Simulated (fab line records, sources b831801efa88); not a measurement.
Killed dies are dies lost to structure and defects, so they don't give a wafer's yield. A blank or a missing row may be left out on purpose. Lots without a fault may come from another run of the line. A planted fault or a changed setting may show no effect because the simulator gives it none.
A struck lot beside a sound one | flow sky130 | 22 steps out of a route of 708
Sound: wafers L985.2, L985.3, L985.5. Struck: wafers L989.1, L989.3, L989.4. The cause comes at the end.
At each step with rows: each side's tool, then ch and its chambers, then its first start. Under that, the readings that differ: sound wafers | struck wafers | difference of the means | sigmas: that difference in standard deviations of wafers without a fault.
alike: readings whose means differ by less than 2 such deviations, and words and numbers that are the same on both sides. not compared: withheld readings, readings that some wafer has no value for, bounds like >300 that may hide the same value, and numbers for which the record gives no deviation and whose values overlap.
The two part at a step that has a row with sigmas, a row that says differs or no value, or rows on one side only. Numbers that don't overlap but have no deviation are shown without sigmas and don't part them. A reading that every wafer of one side lacks parts them only if that side has two wafers or more.

first, 1 step without rows for these wafers: SKY_CAPM_DEVELOP_11 (develop time 60 s).
SKY_CAPM_OVL_MEAS_12:
  sound on overlay-01, day 40 08:16; struck on overlay-02, day 41 14:04
  reading       | sound       | struck         | difference | sigmas
  CAPM_OVL (nm) | 1.1 1.5 0.4 | -2.6 -3.0 -1.5 | -3.4       | -3
SKY_CAPM_METAL_ETCH_13: etches TiN in Cl2/BCl3, stops on SiO2, target depth 220 nm, time 62.9 s.
  sound on rie_metal-02 ch 1, day 40 08:19; struck on rie_metal-04 ch 0,1, day 41 14:06
  alike: drypump_motor_current_A, oes_product_au, throttle_valve_pct
  not compared: rf_hours_counter_h
SKY_CAPM_STRIP_14: strips in O2/N2.
  sound on plasma_asher-04 ch 0,1, day 40 08:27; struck on plasma_asher-04 ch 0,1, day 41 14:10
  alike: drypump_motor_current_A, oes_product_au, strip_time_to_endpoint_s
  not compared: rf_hours_counter_h
then, 8 steps without rows for these wafers: SKY_CAPM_STRIP_15 (strips in post etch residue remover, time 1200 s); SKY_CAPM_CLEAN_16 (cleans in IPA, time 180 s); SKY_CAPM_CLEAN_17 (cleans in O3/DIW); SKY_METAL3_DEHYDRATE_05 (time 60 s); SKY_METAL3_HMDS_06 (prime time 60 s); SKY_METAL3_COAT_07 (resist thk 60 nm); SKY_METAL3_COAT_08 (resist thk 1140 nm); SKY_METAL3_SOFTBAKE_09 (time 90 s).
SKY_METAL3_EXPOSE_10: exposes mask MM3, target cd 300 nm.
  sound on krf_scanner-02 ch 0, day 40 20:57; struck on krf_scanner-01 ch 0, day 42 03:23
  reading              | sound             | struck            | difference | sigmas
  exposure_dose_mJ_cm2 | 28.05 28.03 28.00 | 26.93 26.85 26.93 | -1.12      | -36
  alike: mask
then, 2 steps without rows for these wafers: SKY_METAL3_PEB_11; SKY_METAL3_DEVELOP_12 (develop time 60 s).
SKY_METAL3_CD_MEAS_13: target cd 300 nm.
  sound on cd_sem-01, day 41 08:44; struck on cd_sem-02, day 42 14:25
  reading    | sound             | struck            | difference | sigmas
  cd_nm (nm) | 301.0 300.7 300.9 | 306.5 306.9 306.0 | +5.6       | +3
SKY_METAL3_OVL_MEAS_14:
  sound on overlay-01, day 41 08:50; struck on overlay-02, day 42 14:32
  alike: METAL3_OVL
SKY_METAL3_DESCUM_15: chemistry O2, time 8 s.
  sound on rie_metal-04 ch 0,1, day 41 08:52; struck on rie_metal-01 ch 0,1, day 42 14:34
  reading                 | sound             | struck            | difference | sigmas
  model.METAL3.cd_nm (nm) | 301.4 301.2 301.4 | 306.4 307.2 304.9 | +4.8       |
  alike: drypump_motor_current_A, oes_product_au
  not compared: rf_hours_counter_h
SKY_METAL3_ETCH_16: etches BARC in N2/H2, stops on SiO2, time 88.2 s, target depth 60 nm.
  sound on rie_metal-04 ch 0,1, day 41 08:54; struck on rie_metal-01 ch 0,1, day 42 14:36
  alike: drypump_motor_current_A, oes_product_au, throttle_valve_pct
  not compared: rf_hours_counter_h
SKY_METAL3_ETCH_17: etches SiO2 in C4F8/O2/Ar, stops on TiN, time 3.9 s, target depth 15 nm.
  sound on rie_diel-04 ch 0,1,3, day 41 09:00; struck on rie_diel-03 ch 0,2,3, day 42 14:42
  reading                 | sound             | struck            | difference | sigmas
  model.METAL3.cd_nm (nm) | 301.8 301.8 303.1 | 308.6 310.1 306.4 | +6.1       |
  alike: oes_product_au
  not compared: rf_hours_counter_h
SKY_METAL3_METAL_ETCH_18: etches the open film in Cl2/BCl3, stops on SiO2, target depth 845 nm, time 183.1 s.
  sound on rie_metal-01 ch 0, day 41 09:04; struck on rie_metal-04 ch 0,1, day 42 14:43
  alike: drypump_motor_current_A, oes_product_au, throttle_valve_pct
  not compared: rf_hours_counter_h
-- the record jumps here: 6 days lie between the struck wafers' starts before and after (it left off in module METAL3 and takes up again in module PAD_OPEN, whose first step shown is number 708 of the route) --
SKY_PAD_OPEN_PROBE_99:
  sound on prober-02, day 48 02:01; struck on prober-02, day 49 02:23
  alike: defect_limited_yield, killed_at_M0_to_M3, killed_at_M4_up, killed_at_contacts, killed_at_front_end, killed_at_other, killed_dies, killed_on_rim, killed_open, killed_short, sort_bin_3_pad_short, sort_bin_5_function, sort_bin_6_memory, sort_n_pass, sort_yield_pct

WHERE THEY PART
First at SKY_CAPM_OVL_MEAS_12; last, within this record, at SKY_METAL3_CD_MEAS_13. Later steps at which nothing parts them and some readings are alike: SKY_METAL3_OVL_MEAS_14, SKY_METAL3_DESCUM_15, SKY_METAL3_ETCH_16, SKY_METAL3_ETCH_17, SKY_METAL3_METAL_ETCH_18, SKY_PAD_OPEN_PROBE_99.

WHY: what the simulator had put in
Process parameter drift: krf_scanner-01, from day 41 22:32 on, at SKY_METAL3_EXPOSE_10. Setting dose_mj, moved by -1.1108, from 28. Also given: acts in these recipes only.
